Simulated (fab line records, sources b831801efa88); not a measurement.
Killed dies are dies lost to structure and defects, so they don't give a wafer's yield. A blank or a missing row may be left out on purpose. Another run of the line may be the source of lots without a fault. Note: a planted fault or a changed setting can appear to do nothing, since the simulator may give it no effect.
fab line records ; flow sfqLine
record: lots: 15; wafers: 42; lastDay: 92
route steps=325 shown JJ@188
lots that met no fault: taken from a fault-free run of the same line
startH: hours from the record's first day to the start of the lot's first wafer shown ; waitH: time in hours since the lot's previous step ; " the same as in the row above ; L1.1+2: a single row standing in for several wafers ; - no value, or no start was given ; * or withheld: withheld ; < > ~ a bound
route shown NAME@n: NAME is a module with steps in the file, n the number in the route of the first one ; usual: the fault-free wafers' mean and standard deviation ; same: alike in all rows ; chamber/n: place in a boat ; sites: each site's reading ; _std_site: the values' standard deviation ; _edge_site: inner sites' mean taken away from outer sites' mean ; radiusMm: for every site, how far away it sits from the centre of the wafer ; mask NAME#n: copy n ; behind: the last tool/chamber to shape the wafer ; hold: what put the lot on hold/how long, in hours/how the hold closed ; device: transistor that didn't switch, given as n, p or np ; end of line: tests of these same wafers at the route's end ; where a step has no rows: the recipe by itself ; killed: the dies lost at the first sort to structure and to defects; this is not the yield of the wafer ; map: a wafer's dies, x killed, . not, _ none there
set.NAME: the setting the step ran with; set.NAME@STEP: the setting that earlier step ran with ; model.NAME: the simulator's own value behind a step, which no gauge read
a sample of lots followed through the steps of the route, with each step as a table and each wafer as a row
services: the hour from which a tool's chamber was out of use, counted from the record's first day as startH (under 0 if before that day), plus the number of hours and why
== steps ==
step: SFQ_TRILAYER_JJ_CE_LITHO_EXPOSE_115
recipe: maskId: J5; na: 0.6; sourceShape: conventional; sigmaOuter: 0.65; targetCdNm: 700; doseMj: 14.4
lot.wafer;tool;chamber;startH;waitH;mask
L748.1+3+6;krfScanner-02;0;1196.34;-;J5#0
L749.2+3+4;krfScanner-02;0;1198.89;-;J5#0
L750.2+3+5;krfScanner-02;0;1431.40;-;J5#0
L752.1+2+5;krfScanner-02;0;1436.00;-;J5#0
L753.1+2+6;krfScanner-02;0;1450.30;-;J5#0
L757.3+4+5;krfScanner-01;0;1475.18;-;J5#0
L758.3+4+5;krfScanner-01;0;1486.40;-;J5#0
L759.2+3+6;krfScanner-01;0;1488.60;-;J5#0
L762.1+3;krfScanner-01;0;1496.80;-;J5#0
L761.3+4;krfScanner-01;0;1499.60;-;J5#0
L763.3+4;krfScanner-01;0;1502.00;-;J5#0
L768.1+3+6;krfScanner-02;0;1611.23;-;J5#0
L769.2+3+4;krfScanner-01;0;1620.38;-;J5#0
L770.1+3+4;krfScanner-01;0;1623.78;-;J5#0
L771.2+5+6;krfScanner-02;0;1637.85;-;J5#0
step: SFQ_TRILAYER_JJ_CE_METRO_MEASURE_117
usual: cdNm: 700.2/1.1
lot.wafer;tool;chamber;startH;waitH;cdNm
L748.1;cdSem-01;-;1197.88;0.0;700.1
L748.3;cdSem-01;-;1197.88;0.0;699.3
L748.6;cdSem-01;-;1197.88;0.0;699.5
L749.2;cdSem-02;-;1200.43;0.2;701.3
L749.3;cdSem-02;-;1200.43;0.2;698.6
L749.4;cdSem-02;-;1200.43;0.2;700.2
L750.2;cdSem-01;-;1432.94;0.2;701.6
L750.3;cdSem-01;-;1432.94;0.2;701.2
L750.5;cdSem-01;-;1432.94;0.2;701.3
L752.1;cdSem-01;-;1437.54;0.0;699.0
L752.2;cdSem-01;-;1437.54;0.0;698.2
L752.5;cdSem-01;-;1437.54;0.0;699.2
L753.1;cdSem-02;-;1451.84;0.0;700.1
L753.2;cdSem-02;-;1451.84;0.0;700.2
L753.6;cdSem-02;-;1451.84;0.0;698.8
L757.3;cdSem-02;-;1476.71;0.4;698.7
L757.4;cdSem-02;-;1476.71;0.4;700.3
L757.5;cdSem-02;-;1476.71;0.4;698.9
L758.3;cdSem-02;-;1487.93;0.4;700.1
L758.4;cdSem-02;-;1487.93;0.4;700.4
L758.5;cdSem-02;-;1487.93;0.4;700.2
L759.2;cdSem-02;-;1490.13;0.2;700.5
L759.3;cdSem-02;-;1490.13;0.2;700.1
L759.6;cdSem-02;-;1490.13;0.2;699.8
L762.1;cdSem-02;-;1498.33;0.0;667.5
L762.3;cdSem-02;-;1498.33;0.0;699.8
L761.3;cdSem-01;-;1501.13;0.4;699.9
L761.4;cdSem-01;-;1501.13;0.4;666.1
L763.3;cdSem-02;-;1503.53;0.4;700.9
L763.4;cdSem-02;-;1503.53;0.4;666.2
L768.1;cdSem-01;-;1612.76;0.0;701.3
L768.3;cdSem-01;-;1612.76;0.0;699.5
L768.6;cdSem-01;-;1612.76;0.0;701.5
L769.2;cdSem-02;-;1621.92;0.2;699.1
L769.3;cdSem-02;-;1621.92;0.2;699.9
L769.4;cdSem-02;-;1621.92;0.2;699.4
L770.1;cdSem-01;-;1625.32;0.0;700.3
L770.3;cdSem-01;-;1625.32;0.0;700.6
L770.4;cdSem-01;-;1625.32;0.0;700.0
L771.2;cdSem-02;-;1639.39;0.2;700.5
L771.5;cdSem-02;-;1639.39;0.2;700.5
L771.6;cdSem-02;-;1639.39;0.2;699.5
== services ==
tool;chamber;startH;hours;kind
krfScanner-02;-;1193.97;0.8;pm
cdSem-02;-;1212.73;0.8;pm
cdSem-02;-;1234.15;0.1;pm
krfScanner-01;-;1250.49;1.0;pm
krfScanner-01;-;1254.02;1.3;pm
krfScanner-02;-;1254.73;2.2;repair
krfScanner-02;-;1272.48;1.3;pm
krfScanner-01;-;1274.52;3.6;pm
krfScanner-02;-;1280.98;1.0;pm
cdSem-02;-;1286.17;0.4;pm
krfScanner-01;-;1287.11;0.8;pm
cdSem-02;-;1331.00;1.3;pm
krfScanner-02;-;1362.83;0.8;pm
krfScanner-02;-;1381.74;1.2;repair
cdSem-02;-;1396.73;0.4;pm
cdSem-02;-;1418.15;0.1;pm
krfScanner-01;-;1419.36;1.0;pm
krfScanner-01;-;1429.01;1.3;pm
cdSem-02;-;1440.01;2.7;pm
cdSem-02;-;1515.00;0.4;pm
cdSem-02;-;1556.17;0.9;pm
cdSem-02;-;1580.73;3.1;pm
cdSem-02;-;1590.62;5.1;pm
cdSem-02;-;1602.15;1.5;pm
== key ==
firstSign: step: SFQ_TRILAYER_JJ_CE_METRO_MEASURE_117; reading: cdNm; direction: down; sigmas: 31; usual: 700.2; struck: 666.6
effect none on later readings
metAt SFQ_TRILAYER_JJ_CE_LITHO_EXPOSE_115
struckLots L761,L762,L763
struckWafers L761.4,L762.1,L763.4
onsetBetween 1488.60 1496.80
fault: kind: processParameterDrift; tool: krfScanner-01; chamber: -; onsetH: 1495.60; steps: SFQ_TRILAYER_JJ_CE_LITHO_EXPOSE_115; channel: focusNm; offset: 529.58; shape: step; endH: 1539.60; scope: struckWafersOnly
